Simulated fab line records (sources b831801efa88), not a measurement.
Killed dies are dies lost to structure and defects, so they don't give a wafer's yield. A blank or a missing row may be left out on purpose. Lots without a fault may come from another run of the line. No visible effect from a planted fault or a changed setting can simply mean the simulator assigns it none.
Which tool was responsible? | flow sky130 | Sampling: 12 lots, 36 wafers, 3 of 708 route steps

WHAT THE GAUGES SHOWED, per wafer
SKY_VT_ADJUST_NCORE_OVL_MEAS_08.
lot  | measured     | on         | VT_ADJUST_NCORE_OVL (nm)
L075 | day 9 01:58  | overlay-02 | 1.3 -0.8 0.2
L077 | day 9 12:06  | overlay-02 | 0.8 -1.1 -0.7
L079 | day 9 22:19  | overlay-01 | 0.2 -0.8 -0.3
L081 | day 10 14:44 | overlay-01 | -1.7 -2.3 -4.8
L083 | day 11 02:12 | overlay-02 | 0.9 -1.1 2.0
L085 | day 11 15:57 | overlay-02 | 0.5 2.6 1.2
L087 | day 12 09:07 | overlay-02 | -0.3 -1.1 -1.5
L089 | day 13 03:48 | overlay-02 | 0.8 2.0 2.0
L091 | day 13 09:38 | overlay-02 | -0.4 -1.0 -0.9
L093 | day 14 03:30 | overlay-01 | -1.9 -2.7 -1.0
L095 | day 14 14:10 | overlay-01 | 0.4 -2.4 0.1
L097 | day 15 09:06 | overlay-02 | -0.8 0.7 0.1

EACH LOT AND THE TOOL THAT RAN IT (in order: tool; ch and the chambers of the sampled wafers; start)
lot  | SKY_FIELD_ISO_ETCH_14            | SKY_FIELD_ISO_CMP_27
L075 | rieDiel-02 ch 0,2,3, day 2 10:48 | cmp-02 ch 0,1,2, day 2 14:56
L077 | rieDiel-02 ch 2,3, day 2 21:03   | cmp-02 ch 1,2,3, day 3 01:33
L079 | rieDiel-04 ch 1,2, day 3 07:11   | cmp-02 ch 2,3, day 3 11:10
L081 | rieDiel-02 ch 0,1,2, day 3 16:59 | cmp-01 ch 0,1,2, day 3 21:51
L083 | rieDiel-01 ch 2,3, day 4 03:09   | cmp-01 ch 0,1,3, day 4 07:36
L085 | rieDiel-04 ch 0,1, day 4 15:20   | cmp-02 ch 2,3, day 4 18:45
L087 | rieDiel-04 ch 0,2,3, day 5 01:24 | cmp-02 ch 0,1,3, day 5 04:49
L089 | rieDiel-02 ch 0,1,2, day 5 11:12 | cmp-02 ch 1,3, day 5 17:58
L091 | rieDiel-04 ch 1,2, day 5 20:15   | cmp-01 ch 0,1,2, day 6 00:53
L093 | rieDiel-04 ch 0,1,3, day 6 08:50 | cmp-01 ch 0,2,3, day 6 13:41
L095 | rieDiel-02 ch 0,1,3, day 6 17:46 | cmp-02 ch 1,2,3, day 6 21:20
L097 | rieDiel-02 ch 1,2, day 7 04:39   | cmp-01 ch 0,2,3, day 7 10:51
- SKY_FIELD_ISO_ETCH_14: etches BARC in N2/H2, stops on SiO2, time 45.9 s, target depth 60 nm.
- SKY_FIELD_ISO_CMP_27: polishes, stops on Si3N4, t overpolish 16 s, target thk 457.8 nm.

THE ANSWER, worked out from the rows above alone
Rule: usual is defined by the lots themselves. Put in order of their means at a reading, lots are off if they are a third of the lots or fewer, leave a main group of 4 or more, and stand apart from it by a gap of 3 or more times the standard deviation of the main group's means; of several such gaps the widest counts. If all means in a main group match to the digits the tables above print for the reading, that group is not used. Also off: a lot with no number at a reading for which 4 or more lots have one. Any other lot the step has rows for is counted as sound.
No lot is off at any reading shown: from this, nothing can be told.

WHAT WAS PUT IN BY THE SIMULATOR
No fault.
